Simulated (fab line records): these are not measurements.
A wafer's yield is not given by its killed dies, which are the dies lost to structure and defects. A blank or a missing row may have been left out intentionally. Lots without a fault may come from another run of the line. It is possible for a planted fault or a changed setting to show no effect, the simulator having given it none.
Comparing a struck lot with a sound one + flow gf180mcu + 27 out of 602 route steps
Sound: wafers L122.1, L122.3, L122.4. The struck wafers were L127.1, L127.3, L127.5. The cause comes at the end.
At each step with rows: each side's tool, then ch and its chambers, then its first start. Under that, the readings that differ: sound wafers + struck wafers + difference of the means + sigmas: that difference in standard deviations of wafers without a fault.
alike: same words and numbers on both sides, and readings whose means sit less than 2 such deviations apart. not compared: any withheld reading, any reading some wafer has no value for, any bound like >300 that may hide the same value, and any number with overlapping values for which the record gives no deviation.
The two part at a step that has a row with sigmas, a row that says differs or no value, or rows on one side only. Non-overlapping numbers with no deviation appear without sigmas and do not part them. Lack of a reading on every wafer of one side parts them only where that side has two or more wafers.

GF_LVPWELL_STRIP_10: strips in O2/N2.
  sound on plasma-asher-02 ch 0,1, day 6 00:05; struck on plasma-asher-04 ch 0,1, day 7 02:56
| reading            | sound       | struck      | difference | sigmas |
|--------------------|-------------|-------------|------------|--------|
| heater-power-w (W) | 292 294 288 | 309 373 387 | +65        | +2     |
  alike: chamber-pressure-mTorr, drypump-motor-current-A, n2-flow-sccm, oes-product-au, platen-temp-c, strip-time-to-endpoint-s
  not compared: rf-hours-counter-h
GF_LVPWELL_TW_MEAS_11:
  sound on film-metro-04, day 6 00:11; struck on film-metro-03, day 7 03:02
  alike: LVPWELL_TW
then, 7 steps without rows for these wafers: GF_MVSD_DEHYDRATE_00 (time 60 s); GF_MVSD_HMDS_01 (prime time 60 s); GF_MVSD_COAT_02 (resist thk 3000 nm); GF_MVSD_SOFTBAKE_03; GF_MVSD_EXPOSE_04 (exposes mask MVSD, target cd 1000 nm); GF_MVSD_PEB_05; GF_MVSD_DEVELOP_06 (develop time 60 s).
GF_MVSD_OVL_MEAS_07:
  sound on overlay-02, day 6 15:02; struck on overlay-02, day 7 18:02
  alike: MVSD_OVL
then, 2 steps without rows for these wafers: GF_MVSD_IMPLANT_08; GF_MVSD_IMPLANT_09.
GF_MVSD_STRIP_10: strips in O2/N2.
  sound on plasma-asher-03 ch 0,1, day 6 15:22; struck on plasma-asher-02 ch 0,1, day 7 18:22
  no value came back on the struck wafers for any of 7 readings (chamber-pressure-mTorr (mTorr), drypump-motor-current-A (A) and others); on the sound wafers chamber-pressure-mTorr (mTorr) reads 1502.3 1500.5 1500.1
| reading                                | sound | struck         | difference | sigmas |
|----------------------------------------|-------|----------------|------------|--------|
| model.coat_of_MVSD_COAT_02.thk-nm (nm) | 0 0 0 | 3007 3005 3005 | +3006      |        |
  not compared: rf-hours-counter-h
GF_MVSD_TW_MEAS_11:
  sound on film-metro-04, day 6 15:28; struck on film-metro-01, day 7 18:28
  alike: MVSD_TW
then, 7 steps without rows for these wafers: GF_MVPSD_DEHYDRATE_00 (time 60 s); GF_MVPSD_HMDS_01 (prime time 60 s); GF_MVPSD_COAT_02 (resist thk 3000 nm); GF_MVPSD_SOFTBAKE_03; GF_MVPSD_EXPOSE_04 (exposes mask MVPSD, target cd 1000 nm); GF_MVPSD_PEB_05; GF_MVPSD_DEVELOP_06 (develop time 60 s).
GF_MVPSD_OVL_MEAS_07:
  sound on overlay-02, day 7 07:41; struck on overlay-01, day 8 10:59
  alike: MVPSD_OVL
then, 2 steps without rows for these wafers: GF_MVPSD_IMPLANT_08; GF_MVPSD_IMPLANT_09.
GF_MVPSD_STRIP_10: strips in O2/N2.
  sound on plasma-asher-03 ch 0,1, day 7 08:01; struck on plasma-asher-03 ch 0,1, day 8 11:20
| reading                      | sound             | struck            | difference | sigmas      |
|------------------------------|-------------------|-------------------|------------|-------------|
| oes-product-au (a.u.)        | 0.718 0.719 0.725 | 0.748 0.742 0.745 | +0.024     | +6          |
| strip-time-to-endpoint-s (s) | 37.02 37.08 36.89 | 81.30 81.40 81.44 | +44.38     | +99 or more |
  alike: chamber-pressure-mTorr, drypump-motor-current-A, heater-power-w, n2-flow-sccm, platen-temp-c
  not compared: rf-hours-counter-h
GF_MVPSD_TW_MEAS_11:
  sound on film-metro-01, day 7 08:07; struck on film-metro-03, day 8 11:40
| reading  | sound             | struck         | difference | sigmas      |
|----------|-------------------|----------------|------------|-------------|
| MVPSD_TW | 551.1 554.8 548.9 | 30.0 29.9 29.9 | -521.7     | -99 or more |
  not compared: hold
GF_PASSIVATION_PROBE_99:
  the record holds rows for the sound wafers here (prober-02, day 31 21:17) but none for the struck ones

WHERE THEY PART
Last at GF_PASSIVATION_PROBE_99 as far as this record goes, first at GF_LVPWELL_STRIP_10.

WHY: what had been put in by the simulator
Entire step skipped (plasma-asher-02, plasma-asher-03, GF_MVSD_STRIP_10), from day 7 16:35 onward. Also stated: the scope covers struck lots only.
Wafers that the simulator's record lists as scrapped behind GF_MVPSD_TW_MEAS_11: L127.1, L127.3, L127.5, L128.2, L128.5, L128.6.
